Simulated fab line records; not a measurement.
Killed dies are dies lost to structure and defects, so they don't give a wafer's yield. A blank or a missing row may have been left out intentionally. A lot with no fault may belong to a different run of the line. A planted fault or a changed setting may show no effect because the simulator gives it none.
8D (eight disciplines) problem report, filled in by code -- flow sfqLine -- the parts of the form that need people (team, actions taken, sign-off) are left out

== 1. WHAT IS WRONG ==
heaterPowerTotalW at SFQ_TRILAYER_M8_LITHO_PEB_196 reads a mean of 80.07 W on 1 wafer of 1 lot; wafers without a fault read 79.15 W with a standard deviation of 0.066. Measured from the usual mean, that is +14 standard deviations.
The step: peb time 60 s.
First observed at day 82 00:19: wafer L300.6, on lithoTrack-02. At this step, 39 wafers from 13 lots have a number in the record. Rule for "out" (also "out of limits"): further than 4 standard deviations from the usual mean. All remaining wafers that have a number are taken as sound.

== 2. WHAT IT IS, AND WHAT IT ISN'T ==
question,is,is not
which readings at this step,heaterPowerTotalW,-
which lots,L300,"L288, L289, L290, L291, L303, L304, L305, L306, L307, L308, L309, L310"
which wafers of those lots,L300.6,"L300.3, L300.4"
read on which tools,lithoTrack-02,"lithoTrack-01, lithoTrack-04"
when,from day 82 00:19,"up to then (14 sound wafers); but 24 sound wafers of L303, L304, L305, L306, L307, L308, L309, L310 came after"

== 3. SUSPECTS, AND WHAT RULES EACH OUT ==
Counting: if a tool at a process step up to the reading ran every lot that is out, it stays a suspect. Sound lots after the first of them don't rule it out here, since some wafers of a struck lot are sound.
- rieMetal-02 at SFQ_TRILAYER_M7_BARC_OPEN_METAL_ETCH_229 (etches BARC in O2, target depth 125 nm, time 41.7 s): kept. It processed L300, the lot that is out, at day 79 14:53, and its most recent sound lot before then was L290 at day 76 06:43.
- lithoTrack-02 at SFQ_TRILAYER_M8_LITHO_PEB_196 (peb time 60 s): kept. It processed L300, the lot that is out, at day 82 00:19, and its most recent sound lot before then was L291 at day 80 13:28. On those wafers its own readings are out: heaterPowerTotalW.
What counting leaves: rieMetal-02 at SFQ_TRILAYER_M7_BARC_OPEN_METAL_ETCH_229 and lithoTrack-02 at SFQ_TRILAYER_M8_LITHO_PEB_196.

== 4. THE CAUSE (what the simulator had put in) ==
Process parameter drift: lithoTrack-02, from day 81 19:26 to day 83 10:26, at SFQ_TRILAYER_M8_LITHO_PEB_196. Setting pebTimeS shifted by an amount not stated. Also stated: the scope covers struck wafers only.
Counting left 2 suspects, and this tool is among them.

== 5. SEQUENCE OF EFFECTS, ordered by route ==
Each row: a reading where the mean over the struck wafers with a number is more than 3 standard deviations away from the usual. Only readings whose record carries a usual standard deviation are examined. hours: median over the lots of the time between each lot's start at the first step of this table that gives one and its start at this step. sigmas: the change, counted in usual standard deviations.
hours,step,reading,usual,on struck wafers,change,sigmas
0,SFQ_TRILAYER_M8_LITHO_PEB_196,heaterPowerTotalW,79.15 W,80.07,+0.92,+14
Here are the process steps it includes:
- SFQ_TRILAYER_M8_LITHO_PEB_196: peb time 60 s.
Later measuring or inspecting steps at which every struck wafer that the step has a row for has a number for every such reading, and none has moved that far: SFQ_M8_THK_MEAS_950.

== 6. WHAT WOULD HAVE CAUGHT IT SOONER ==
First out-of-limits reading in this record: day 82 00:19, which is 5 hours after fault onset at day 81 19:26.
